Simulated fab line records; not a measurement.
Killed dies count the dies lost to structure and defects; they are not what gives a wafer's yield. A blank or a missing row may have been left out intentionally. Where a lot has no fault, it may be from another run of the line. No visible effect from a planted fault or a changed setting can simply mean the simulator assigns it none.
Matching of chambers :: flow sky130 :: 4 sister chambers for SKY_CONTACT_CMP_27 on cmp-01
The step polishes, stops on SiO2, t overpolish 15 s, target thk 0 nm. 22 wafers are shown with their chamber, then 11 later ones without.

EACH WAFER AND ITS CHAMBER
wafer: L074.3
chamber: 3
motor-current-A (A): 11.8
time-to-endpoint-s (s): 82
overpolish-run-s (s): 14.987

wafer: L074.4
chamber: 1
motor-current-A (A): 12.7
time-to-endpoint-s (s): 79
overpolish-run-s (s): 14.985

wafer: L074.5
chamber: 3
motor-current-A (A): 11.6
time-to-endpoint-s (s): 85
overpolish-run-s (s): 15.013

wafer: L079.2
chamber: 1
motor-current-A (A): 13.4
time-to-endpoint-s (s): 82
overpolish-run-s (s): 14.997

wafer: L079.3
chamber: 0
motor-current-A (A): 11.7
time-to-endpoint-s (s): 94
overpolish-run-s (s): 15.000

wafer: L079.4
chamber: 2
motor-current-A (A): 11.3
time-to-endpoint-s (s): 83
overpolish-run-s (s): 14.999

wafer: L080.1
chamber: 0
motor-current-A (A): 11.7
time-to-endpoint-s (s): 91
overpolish-run-s (s): 14.988

wafer: L080.3
chamber: 2
motor-current-A (A): 11.2
time-to-endpoint-s (s): 82
overpolish-run-s (s): 14.987

wafer: L080.6
chamber: 0
motor-current-A (A): 11.1
time-to-endpoint-s (s): 91
overpolish-run-s (s): 15.002

wafer: L081.3
chamber: 3
motor-current-A (A): 11.3
time-to-endpoint-s (s): 85
overpolish-run-s (s): 15.003

wafer: L081.4
chamber: 2
motor-current-A (A): 11.5
time-to-endpoint-s (s): 82
overpolish-run-s (s): 14.984

wafer: L081.6
chamber: 0
motor-current-A (A): 11.6
time-to-endpoint-s (s): 92
overpolish-run-s (s): 15.013

wafer: L084.2
chamber: 2
motor-current-A (A): 11.4
time-to-endpoint-s (s): 82
overpolish-run-s (s): 15.003

wafer: L084.4
chamber: 1
motor-current-A (A): 13.6
time-to-endpoint-s (s): 79
overpolish-run-s (s): 15.015

wafer: L084.6
chamber: 2
motor-current-A (A): 11.6
time-to-endpoint-s (s): 76
overpolish-run-s (s): 15.002

wafer: L086.2
chamber: 2
motor-current-A (A): 11.6
time-to-endpoint-s (s): 77
overpolish-run-s (s): 14.994

wafer: L086.4
chamber: 1
motor-current-A (A): 13.2
time-to-endpoint-s (s): 76
overpolish-run-s (s): 15.002

wafer: L086.6
chamber: 2
motor-current-A (A): 11.8
time-to-endpoint-s (s): 79
overpolish-run-s (s): 15.007

wafer: L087.1
chamber: 0
motor-current-A (A): 11.3
time-to-endpoint-s (s): 88
overpolish-run-s (s): 15.003

wafer: L087.2
chamber: 2
motor-current-A (A): 11.4
time-to-endpoint-s (s): 79
overpolish-run-s (s): 15.009

wafer: L087.4
chamber: 3
motor-current-A (A): 11.4
time-to-endpoint-s (s): 80
overpolish-run-s (s): 14.995

wafer: L089.2
chamber: 1
motor-current-A (A): 12.3
time-to-endpoint-s (s): 81
overpolish-run-s (s): 14.996

SIGNATURES (means of the wafers above)
reading: motor-current-A
chamber 0: 11.480
chamber 1: 13.040
chamber 2: 11.475
chamber 3: 11.525
scatter within a chamber: 0.318

reading: time-to-endpoint-s
chamber 0: 91.20
chamber 1: 79.40
chamber 2: 80.00
chamber 3: 83.00
scatter within a chamber: 2.43

reading: overpolish-run-s
chamber 0: 15.00120
chamber 1: 14.99900
chamber 2: 14.99812
chamber 3: 14.99950
scatter within a chamber: 0.00983
Rule: a wafer lies at a distance from a chamber equal to the root of the sum of squares, over the readings, of (its reading less the chamber's mean, divided by the reading's scatter). If the next closest chamber is less than 2 further off than the closest, the wafer can't be placed; otherwise it belongs to the closest. The scatter: take each reading less its chamber's mean, square it, sum over the shown wafers, divide by the number of wafers less the number of chambers, and take the root.

WAFERS WITHOUT THEIR CHAMBER
wafer: L089.4
motor-current-A (A): 11.0
time-to-endpoint-s (s): 80
overpolish-run-s (s): 14.998

wafer: L089.6
motor-current-A (A): 13.6
time-to-endpoint-s (s): 83
overpolish-run-s (s): 15.006

wafer: L092.1
motor-current-A (A): 12.0
time-to-endpoint-s (s): 85
overpolish-run-s (s): 15.000

wafer: L092.3
motor-current-A (A): 13.6
time-to-endpoint-s (s): 75
overpolish-run-s (s): 14.990

wafer: L092.4
motor-current-A (A): 11.2
time-to-endpoint-s (s): 81
overpolish-run-s (s): 15.012

wafer: L091.1
motor-current-A (A): 11.2
time-to-endpoint-s (s): 83
overpolish-run-s (s): 15.005

wafer: L091.2
motor-current-A (A): 13.7
time-to-endpoint-s (s): 82
overpolish-run-s (s): 14.994

wafer: L091.4
motor-current-A (A): 11.8
time-to-endpoint-s (s): 85
overpolish-run-s (s): 14.997

wafer: L093.1
motor-current-A (A): 11.4
time-to-endpoint-s (s): 76
overpolish-run-s (s): 14.999

wafer: L093.3
motor-current-A (A): 12.6
time-to-endpoint-s (s): 75
overpolish-run-s (s): 15.012

wafer: L093.6
motor-current-A (A): 12.7
time-to-endpoint-s (s): 76
overpolish-run-s (s): 15.004

WHICH CHAMBER EACH ONE RAN IN
wafer: L089.4
from the rows above: can't be placed: 2 or 3
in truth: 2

wafer: L089.6
from the rows above: 1
in truth: 1

wafer: L092.1
from the rows above: can't be placed: 3 or 2 or 0
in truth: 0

wafer: L092.3
from the rows above: 1
in truth: 1

wafer: L092.4
from the rows above: can't be placed: 2 or 3
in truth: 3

wafer: L091.1
from the rows above: can't be placed: 3 or 2
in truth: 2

wafer: L091.2
from the rows above: 1
in truth: 1

wafer: L091.4
from the rows above: can't be placed: 3 or 2 or 0
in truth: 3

wafer: L093.1
from the rows above: can't be placed: 2 or 3
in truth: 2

wafer: L093.3
from the rows above: can't be placed: 1 or 2
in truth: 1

wafer: L093.6
from the rows above: 1
in truth: 1
Placed correctly: 4 of 11. From these rows, 7 cannot be placed; in 7 the true chamber is one of the candidates. Wrongly placed: 0.
